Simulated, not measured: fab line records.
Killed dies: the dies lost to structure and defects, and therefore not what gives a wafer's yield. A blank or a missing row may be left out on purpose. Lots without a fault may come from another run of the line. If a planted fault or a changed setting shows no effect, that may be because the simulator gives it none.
fab line records + flow sky130
[record]
- lots = 13
- wafers = 39
- last-day = 50
route steps=708 shown FIELD_ISO@18 NWELL@64 VT_ADJUST_HVTR@139 SONOS_TUNNEL@162 PAD_OPEN@708
lots that met no fault: taken from a fault-free run of the same line
start-h: hours from the record's first day to the start of the lot's first wafer shown + wait-h: hours since the lot's step before + " the same as in the row above + L1.1+2: one row covering several wafers at once + - no value, or no start was given + * or withheld: withheld + < > ~ a bound
route shown NAME@n: names a module that has steps shown in the file, with the first one's number in the route + usual: mean/standard deviation of fault-free wafers + same: alike in all rows + chamber/n: place in a boat + sites: each site's reading + _std_site: their standard deviation + _edge_site: inner sites' mean taken away from outer sites' mean + radius-mm: how far each site lies from the wafer's centre + mask NAME#n: copy n + behind: the most recent tool/chamber to have shaped the wafer + hold: why the lot went on hold/how many hours it stayed there/how the hold came to an end + device: the transistor (n, p or np) that didn't switch + end of line: tests run on the same wafers once the route is complete + a step with no rows: only its recipe + killed: not the wafer's yield, but the dies lost to structure and defects at the first sort + map: a wafer's dies, marking killed ones x, the rest . and places with no die _
set.NAME: setting as actually run; set.NAME@STEP: the setting as run at that earlier step + model.NAME: the simulator's own value behind a step, which no gauge read
the route's steps for a sample of lots (tables are steps, rows are wafers)
services: the hour from which a tool's chamber was out of use, counted from the record's first day as start-h (under 0 if before that day), plus the number of hours and why
[[steps]]
[step SKY_FIELD_ISO_ETCH_17]
[recipe]
- target-depth-a = 3420
- mask-material = Si3N4
- chemistry = HBr/Cl2/O2
- target = Si
- taper-deg = 5
- icp-w = 600
- bias-w = 150
- pressure-mtorr = 15
- HBr_flow_sccm = 150
- Cl2_flow_sccm = 40
- O2_flow_sccm = 6
- time-s = 97.7
[usual]
- drypump-motor-current-A = 5.6/0.51
- oes-product-au = 1.003/0.011
- throttle-valve-pct = 25.655/0.011
| lot.wafer | tool      | chamber | start-h | wait-h | drypump-motor-current-A | oes-product-au | rf-hours-counter-h | throttle-valve-pct |
|-----------|-----------|---------|---------|--------|-------------------------|----------------|--------------------|--------------------|
| L541.1    | rie-si-02 | 0       | 29.21   | 0.1    | 5.6                     | 1.017          | 148                | 25.656             |
| L541.2    | "         | 3       | "       | "      | 5.6                     | 1.008          | 50                 | 25.655             |
| L541.4    | "         | 1       | "       | "      | 6.3                     | 1.002          | 93                 | 25.667             |
| L544.4    | rie-si-01 | 2       | 46.53   | 0.0    | 6.4                     | 0.999          | 132                | 25.646             |
| L544.5    | "         | 3       | "       | "      | 6.0                     | 0.985          | -                  | 25.676             |
| L544.6    | "         | 0       | "       | "      | 4.8                     | 0.993          | -                  | 25.657             |
| L545.1    | rie-si-01 | 3       | 54.81   | 0.1    | 6.0                     | 0.987          | 143                | 25.665             |
| L545.4    | "         | 2       | "       | "      | 6.4                     | 1.008          | 132                | 25.643             |
| L545.6    | "         | 2       | "       | "      | 6.4                     | 1.002          | -                  | 25.655             |
| L548.2    | rie-si-02 | 0       | 70.23   | 0.1    | 5.6                     | 1.016          | 148                | 25.647             |
| L548.3    | "         | 2       | "       | "      | 5.3                     | 1.002          | 1                  | 25.658             |
| L548.5    | "         | 2       | "       | "      | 5.3                     | 1.008          | -                  | 25.661             |
| L550.1    | rie-si-01 | 3       | 78.75   | 0.1    | 6.1                     | 0.987          | 143                | 25.656             |
| L550.2    | "         | 2       | "       | "      | 6.4                     | 1.012          | 132                | 25.646             |
| L550.5    | "         | 3       | "       | "      | 6.0                     | 0.996          | -                  | 25.673             |
| L556.1    | rie-si-01 | 0       | 110.36  | 0.1    | 4.8                     | 0.993          | 1                  | 25.654             |
| L556.5    | "         | 0       | "       | "      | 4.8                     | 0.983          | -                  | 25.675             |
| L556.6    | "         | 1       | "       | "      | 5.2                     | 1.009          | -                  | 25.653             |
| L557.1    | rie-si-02 | 3       | 112.18  | 0.1    | 5.5                     | 1.005          | 51                 | 25.653             |
| L557.2    | "         | 1       | "       | "      | 6.2                     | 1.002          | 93                 | 25.641             |
| L557.3    | "         | 2       | "       | "      | 5.3                     | 1.005          | 2                  | 25.635             |
| L558.1    | rie-si-01 | 2       | 116.61  | 0.1    | 6.4                     | 1.004          | 133                | 25.660             |
| L558.3    | "         | 1       | "       | "      | 5.2                     | 1.001          | 1                  | 25.662             |
| L558.6    | "         | 0       | "       | "      | 4.8                     | 0.997          | -                  | 25.650             |
| L559.2    | rie-si-02 | 1       | 121.56  | 0.1    | 6.3                     | 1.001          | 94                 | 25.659             |
| L559.3    | "         | 0       | "       | "      | 5.6                     | 1.019          | 0                  | 25.646             |
| L559.4    | "         | 3       | "       | "      | 5.5                     | 1.010          | 51                 | 25.634             |
| L560.2    | rie-si-01 | 1       | 128.93  | 0.1    | 5.2                     | 1.000          | 1                  | 25.655             |
| L560.4    | "         | 0       | "       | "      | 4.8                     | 1.004          | -                  | 25.651             |
| L560.6    | "         | 1       | "       | "      | 5.2                     | 1.004          | -                  | 25.660             |
| L562.3    | rie-si-01 | 3       | 143.66  | 0.0    | 6.1                     | 1.004          | 0                  | 25.648             |
| L562.4    | "         | 0       | "       | "      | 4.8                     | 0.990          | 1                  | 25.680             |
| L562.5    | "         | 2       | "       | "      | 6.4                     | 1.010          | -                  | 25.641             |
| L563.2    | rie-si-02 | 0       | 144.63  | 0.1    | 5.6                     | 1.016          | 0                  | 25.641             |
| L563.4    | "         | 2       | "       | "      | 5.3                     | 1.012          | 2                  | 25.654             |
| L563.5    | "         | 1       | "       | "      | 6.2                     | 1.011          | -                  | 25.658             |
| L564.1    | rie-si-01 | 3       | 153.16  | 0.1    | 6.0                     | 0.993          | 0                  | 25.651             |
| L564.3    | "         | 2       | "       | "      | 6.3                     | 0.999          | 133                | 25.643             |
| L564.6    | "         | 3       | "       | "      | 6.0                     | 0.995          | -                  | 25.677             |
[step SKY_NWELL_IMPLANT_11]
[recipe]
- species = P
- energy-kev = 400
- dose-cm2 = 1.9e+13
- tilt-deg = withheld
[usual]
- beam-energy-keV = 400.01/0.13
| lot.wafer | tool         | chamber | start-h | wait-h | beam-energy-keV |
|-----------|--------------|---------|---------|--------|-----------------|
| L541.1    | implanter-01 | 0       | 83.13   | 0.0    | 400.20          |
| L541.2    | "            | 0       | "       | "      | 399.99          |
| L541.4    | "            | 0       | "       | "      | 400.04          |
| L544.4    | implanter-04 | 0       | 114.95  | 0.1    | 400.05          |
| L544.5    | "            | 0       | "       | "      | 400.02          |
| L544.6    | "            | 0       | "       | "      | 399.97          |
| L545.1    | implanter-02 | 0       | 133.58  | 0.0    | 400.07          |
| L545.4    | "            | 0       | "       | "      | 400.16          |
| L545.6    | "            | 0       | "       | "      | 400.23          |
| L548.2    | implanter-04 | 0       | 142.11  | 0.0    | 407.25          |
| L548.3    | "            | 0       | "       | "      | 407.38          |
| L548.5    | "            | 0       | "       | "      | 407.21          |
| L550.1    | implanter-04 | 0       | 146.43  | 0.0    | 407.21          |
| L550.2    | "            | 0       | "       | "      | 407.16          |
| L550.5    | "            | 0       | "       | "      | 407.09          |
| L556.1    | implanter-02 | 0       | 187.83  | 0.0    | 399.96          |
| L556.5    | "            | 0       | "       | "      | 400.19          |
| L556.6    | "            | 0       | "       | "      | 400.26          |
| L557.1    | implanter-02 | 0       | 188.48  | 0.0    | 400.08          |
| L557.2    | "            | 0       | "       | "      | 399.92          |
| L557.3    | "            | 0       | "       | "      | 400.17          |
| L559.2    | implanter-01 | 0       | 203.30  | 0.0    | 400.08          |
| L559.3    | "            | 0       | "       | "      | 400.12          |
| L559.4    | "            | 0       | "       | "      | 400.36          |
| L558.1    | implanter-02 | 0       | 203.48  | 0.0    | 399.79          |
| L558.3    | "            | 0       | "       | "      | 400.03          |
| L558.6    | "            | 0       | "       | "      | 399.97          |
| L560.2    | implanter-04 | 0       | 208.35  | 0.0    | 400.06          |
| L560.4    | "            | 0       | "       | "      | 400.02          |
| L560.6    | "            | 0       | "       | "      | 399.89          |
| L562.3    | implanter-02 | 0       | 214.93  | 0.1    | 399.93          |
| L562.4    | "            | 0       | "       | "      | 400.05          |
| L562.5    | "            | 0       | "       | "      | 399.96          |
| L563.2    | implanter-01 | 0       | 216.90  | 0.0    | 399.93          |
| L563.4    | "            | 0       | "       | "      | 400.09          |
| L563.5    | "            | 0       | "       | "      | 399.75          |
| L564.1    | implanter-04 | 0       | 224.07  | 0.0    | 400.02          |
| L564.3    | "            | 0       | "       | "      | 399.98          |
| L564.6    | "            | 0       | "       | "      | 399.94          |
[step SKY_VT_ADJUST_HVTR_OVL_MEAS_08]
[usual]
- VT_ADJUST_HVTR_OVL = -0.6/1.2
| lot.wafer | tool       | chamber | start-h | wait-h | VT_ADJUST_HVTR_OVL[nm] |
|-----------|------------|---------|---------|--------|------------------------|
| L541.1    | overlay-02 | -       | 196.33  | 0.1    | -1.4                   |
| L541.2    | "          | -       | "       | "      | -1.1                   |
| L541.4    | "          | -       | "       | "      | -1.7                   |
| L544.4    | overlay-02 | -       | 236.77  | 0.1    | -1.9                   |
| L544.5    | "          | -       | "       | "      | -0.2                   |
| L544.6    | "          | -       | "       | "      | -0.1                   |
| L545.1    | overlay-02 | -       | 264.36  | 0.1    | -0.6                   |
| L545.4    | "          | -       | "       | "      | -0.6                   |
| L545.6    | "          | -       | "       | "      | 1.3                    |
| L548.2    | overlay-02 | -       | 276.41  | 0.1    | 1.8                    |
| L548.3    | "          | -       | "       | "      | 1.2                    |
| L548.5    | "          | -       | "       | "      | 1.4                    |
| L550.1    | overlay-01 | -       | 277.86  | 0.1    | 0.1                    |
| L550.2    | "          | -       | "       | "      | -0.3                   |
| L550.5    | "          | -       | "       | "      | 1.1                    |
| L556.1    | overlay-02 | -       | 332.00  | 0.1    | -2.2                   |
| L556.5    | "          | -       | "       | "      | 0.6                    |
| L556.6    | "          | -       | "       | "      | -1.8                   |
| L557.1    | overlay-02 | -       | 332.30  | 0.1    | -0.3                   |
| L557.2    | "          | -       | "       | "      | -3.2                   |
| L557.3    | "          | -       | "       | "      | -1.4                   |
| L559.2    | overlay-01 | -       | 348.57  | 0.1    | -0.1                   |
| L559.3    | "          | -       | "       | "      | -0.5                   |
| L559.4    | "          | -       | "       | "      | -0.2                   |
| L558.1    | overlay-01 | -       | 351.41  | 0.1    | -1.4                   |
| L558.3    | "          | -       | "       | "      | -2.2                   |
| L558.6    | "          | -       | "       | "      | -0.5                   |
| L560.2    | overlay-02 | -       | 357.31  | 0.1    | -0.5                   |
| L560.4    | "          | -       | "       | "      | 0.3                    |
| L560.6    | "          | -       | "       | "      | -1.1                   |
| L562.3    | overlay-01 | -       | 365.57  | 0.1    | -0.7                   |
| L562.4    | "          | -       | "       | "      | -0.8                   |
| L562.5    | "          | -       | "       | "      | 0.5                    |
| L563.2    | overlay-02 | -       | 368.32  | 0.1    | 0.2                    |
| L563.4    | "          | -       | "       | "      | -0.6                   |
| L563.5    | "          | -       | "       | "      | 1.6                    |
| L564.1    | overlay-01 | -       | 373.85  | 0.1    | -0.9                   |
| L564.3    | "          | -       | "       | "      | 0.6                    |
| L564.6    | "          | -       | "       | "      | -3.7                   |
[step SKY_SONOS_TUNNEL_OVL_MEAS_08]
[usual]
- SONOS_TUNNEL_OVL = -1.1/1.5
| lot.wafer | tool       | chamber | start-h | wait-h | SONOS_TUNNEL_OVL[nm] |
|-----------|------------|---------|---------|--------|----------------------|
| L541.1    | overlay-02 | -       | 240.46  | 0.1    | 0.9                  |
| L541.2    | "          | -       | "       | "      | -4.1                 |
| L541.4    | "          | -       | "       | "      | -2.8                 |
| L544.4    | overlay-01 | -       | 282.68  | 0.1    | 1.5                  |
| L544.5    | "          | -       | "       | "      | -0.2                 |
| L544.6    | "          | -       | "       | "      | -2.4                 |
| L545.1    | overlay-01 | -       | 314.36  | 0.1    | -3.5                 |
| L545.4    | "          | -       | "       | "      | -1.1                 |
| L545.6    | "          | -       | "       | "      | -1.9                 |
| L548.2    | overlay-01 | -       | 328.07  | 0.1    | -0.4                 |
| L548.3    | "          | -       | "       | "      | 0.7                  |
| L548.5    | "          | -       | "       | "      | -0.8                 |
| L550.1    | overlay-02 | -       | 329.88  | 0.1    | 0.3                  |
| L550.2    | "          | -       | "       | "      | -1.2                 |
| L550.5    | "          | -       | "       | "      | -2.0                 |
| L556.1    | overlay-01 | -       | 386.63  | 0.1    | -1.7                 |
| L556.5    | "          | -       | "       | "      | -4.2                 |
| L556.6    | "          | -       | "       | "      | -3.4                 |
| L557.1    | overlay-02 | -       | 387.58  | 0.1    | 0.2                  |
| L557.2    | "          | -       | "       | "      | -0.2                 |
| L557.3    | "          | -       | "       | "      | 1.2                  |
| L559.2    | overlay-01 | -       | 404.36  | 0.1    | -1.6                 |
| L559.3    | "          | -       | "       | "      | -0.3                 |
| L559.4    | "          | -       | "       | "      | -0.8                 |
| L558.1    | overlay-02 | -       | 407.33  | 0.1    | -1.2                 |
| L558.3    | "          | -       | "       | "      | -0.1                 |
| L558.6    | "          | -       | "       | "      | -1.4                 |
| L560.2    | overlay-02 | -       | 414.41  | 0.1    | 0.3                  |
| L560.4    | "          | -       | "       | "      | -0.1                 |
| L560.6    | "          | -       | "       | "      | -0.2                 |
| L562.3    | overlay-01 | -       | 422.72  | 0.1    | -1.8                 |
| L562.4    | "          | -       | "       | "      | -1.9                 |
| L562.5    | "          | -       | "       | "      | 1.8                  |
| L563.2    | overlay-02 | -       | 426.31  | 0.1    | -2.6                 |
| L563.4    | "          | -       | "       | "      | -0.9                 |
| L563.5    | "          | -       | "       | "      | -3.1                 |
| L564.1    | overlay-01 | -       | 432.50  | 0.1    | 0.6                  |
| L564.3    | "          | -       | "       | "      | -1.1                 |
| L564.6    | "          | -       | "       | "      | -1.5                 |
[step SKY_PAD_OPEN_PROBE_99]
[usual]
- killed_at_M0_to_M3 = 42/6.4
- killed_at_M4_up = 2.9/1.7
- killed-at-contacts = 25/5.2
- killed-at-front-end = 16/4.4
- killed-at-other = 0.4/0.65
- killed-dies = 86/9.2
- killed-open = 47/6.6
- killed-short = 39/5.8
[same]
- gross-dies = 492
- killed-at-back-side = 0
| lot.wafer | tool      | chamber | start-h | wait-h | killed_at_M0_to_M3 | killed_at_M4_up | killed-at-contacts | killed-at-front-end | killed-at-other | killed-dies | killed-open | killed-short |
|-----------|-----------|---------|---------|--------|--------------------|-----------------|--------------------|---------------------|-----------------|-------------|-------------|--------------|
| L541.1    | prober-02 | -       | 1060.67 | 0.1    | 51                 | 2               | 24                 | 24                  | 1               | 102         | 51          | 51           |
| L541.2    | prober-02 | -       | 1060.72 | 0.1    | 49                 | 4               | 18                 | 19                  | 2               | 92          | 53          | 37           |
| L541.4    | prober-02 | -       | 1060.82 | 0.2    | 45                 | 1               | 33                 | 10                  | 1               | 90          | 54          | 35           |
| L548.2    | prober-01 | -       | 1140.99 | 0.1    | 40                 | 5               | 26                 | 16                  | 0               | 87          | 47          | 40           |
| L548.3    | prober-01 | -       | 1141.04 | 0.2    | 43                 | 3               | 20                 | 14                  | 0               | 80          | 39          | 41           |
| L548.5    | prober-01 | -       | 1141.14 | 0.2    | 40                 | 4               | 21                 | 16                  | 1               | 82          | 40          | 42           |
| L557.1    | prober-02 | -       | 1173.66 | 0.1    | 43                 | 2               | 33                 | 12                  | 0               | 90          | 54          | 36           |
| L557.2    | prober-02 | -       | 1173.71 | 0.1    | 35                 | 1               | 29                 | 24                  | 1               | 90          | 56          | 34           |
| L557.3    | prober-02 | -       | 1173.76 | 0.2    | 36                 | 1               | 33                 | 20                  | 1               | 91          | 54          | 37           |
// killed by level:class
L541.1 VIA1:geometric-particle:open=13 CONTACT:geometric-particle:open=9 FIELD_ISO:geometric-particle:open=7 METAL2:geometric-particle:short=7 POLY_GATE:geometric-particle:short=6 VIA2:geometric-particle:short=5 CONTACT:geometric-particle:short=5 METAL1:geometric-particle:short=5
L541.2 VIA1:geometric-particle:open=11 VIA2:geometric-particle:open=8 VIA3:geometric-particle:open=8 FIELD_ISO:geometric-particle:open=7 CONTACT:geometric-particle:open=7 FIELD_ISO:geometric-particle:short=4 METAL4:geometric-particle:short=4 VIA1:geometric-particle:short=4
L541.4 CONTACT:geometric-particle:open=19 VIA2:geometric-particle:open=9 VIA1:geometric-particle:open=8 METAL2:geometric-particle:short=6 LOCAL_INTERCONNECT:geometric-particle:short=5 CONTACT:geometric-particle:short=5 VIA1:geometric-particle:short=5 FIELD_ISO:geometric-particle:open=4
L548.2 CONTACT:geometric-particle:short=11 VIA1:geometric-particle:open=11 VIA3:geometric-particle:open=7 LI_CONTACT:geometric-particle:open=6 CONTACT:geometric-particle:open=5 VIA3:geometric-particle:short=5 FIELD_ISO:geometric-particle:short=4 FIELD_ISO:geometric-particle:open=4
L548.3 VIA1:geometric-particle:open=9 METAL1:geometric-particle:short=6 CONTACT:geometric-particle:open=6 VIA2:geometric-particle:open=6 LOCAL_INTERCONNECT:geometric-particle:short=5 METAL2:geometric-particle:short=5 POLY_GATE:geometric-particle:open=4 LI_CONTACT:geometric-particle:open=4
L548.5 VIA1:geometric-particle:open=12 CONTACT:geometric-particle:open=8 VIA1:geometric-particle:short=7 CONTACT:geometric-particle:short=5 VIA2:geometric-particle:open=5 METAL2:geometric-particle:short=5 FIELD_ISO:geometric-particle:open=4 POLY_GATE:geometric-particle:short=4
L557.1 VIA2:geometric-particle:open=11 LI_CONTACT:geometric-particle:open=9 VIA1:geometric-particle:open=9 LOCAL_INTERCONNECT:geometric-particle:short=7 CONTACT:geometric-particle:open=7 VIA3:geometric-particle:open=5 CONTACT:geometric-particle:short=5 POLY_GATE:geometric-particle:open=4
L557.2 VIA1:geometric-particle:open=14 CONTACT:geometric-particle:open=10 LOCAL_INTERCONNECT:geometric-particle:open=6 FIELD_ISO:geometric-particle:open=5 POLY_GATE:geometric-particle:short=5 POLY_GATE:geometric-particle:open=5 METAL2:geometric-particle:short=5 VIA3:geometric-particle:open=5
L557.3 CONTACT:geometric-particle:open=13 VIA1:geometric-particle:open=9 VIA3:geometric-particle:open=8 LI_CONTACT:geometric-particle:open=6 CONTACT:geometric-particle:short=6 FIELD_ISO:geometric-particle:open=5 FIELD_ISO:geometric-particle:short=4 LOCAL_INTERCONNECT:geometric-particle:short=4
[[services]]
| tool         | chamber | start-h | hours | kind           |
|--------------|---------|---------|-------|----------------|
| rie-si-01    | 1       | 14.03   | -     | clean          |
| rie-si-01    | 1       | 14.03   | 23.9  | scheduled-down |
| rie-si-01    | 1       | 14.03   | 23.9  | vent-cycle     |
| implanter-01 | -       | 47.02   | 2.4   | repair         |
| implanter-04 | -       | 60.35   | 11.0  | pm             |
| implanter-01 | -       | 68.53   | 5.1   | repair         |
| rie-si-02    | 0       | 88.96   | -     | clean          |
| rie-si-02    | 0       | 88.96   | 27.9  | scheduled-down |
| implanter-01 | -       | 97.69   | 5.8   | repair         |
| rie-si-01    | 2       | 98.65   | 11.7  | repair         |
| rie-si-01    | 3       | 111.57  | -     | clean          |
| rie-si-01    | 3       | 111.57  | 22.5  | scheduled-down |
| rie-si-01    | 3       | 111.57  | 22.5  | vent-cycle     |
| implanter-04 | -       | 112.16  | 2.6   | repair         |
| implanter-02 | -       | 127.71  | 1.4   | repair         |
| rie-si-01    | -       | 143.74  | 2.8   | pm             |
| implanter-04 | -       | 147.05  | 4.2   | pm             |
| rie-si-01    | 2       | 148.07  | 4.5   | repair         |
| rie-si-01    | 2       | 156.13  | -     | clean          |
| rie-si-01    | 2       | 156.13  | 16.7  | scheduled-down |
| rie-si-01    | 2       | 156.13  | 16.7  | vent-cycle     |
| implanter-04 | -       | 163.44  | 9.1   | repair         |
| rie-si-02    | 3       | 171.08  | 2.1   | repair         |
| implanter-04 | -       | 187.40  | 4.2   | pm             |
[[key]]
[first-sign]
- step = SKY_NWELL_IMPLANT_11
- reading = beam-energy-keV
- direction = up
- sigmas = 55
- usual = *
- struck = *
effect none on later readings
met-at SKY_NWELL_IMPLANT_11
struck-lots L548,L550
tester-left-out L548,L550
not-acting-at SKY_FIELD_ISO_ETCH_17,SKY_VT_ADJUST_HVTR_OVL_MEAS_08,SKY_SONOS_TUNNEL_OVL_MEAS_08
onset-between 114.95 142.11
[fault]
- kind = process-parameter-drift
- tool = implanter-04
- chamber = -
- onset-h = 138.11
- steps = SKY_NWELL_IMPLANT_11
- channel = energy-kev
- offset = *
- shape = step
- end-h = 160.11
- acts-in = *
- stated = *
// tester-left-out: of these lots the tester's yield and bins aren't shown, on N5 and GAA mostly nor the transistor test; their killed dies are dies lost to structure and defects alone, not to doping, threshold or leakage, so they don't give the yield
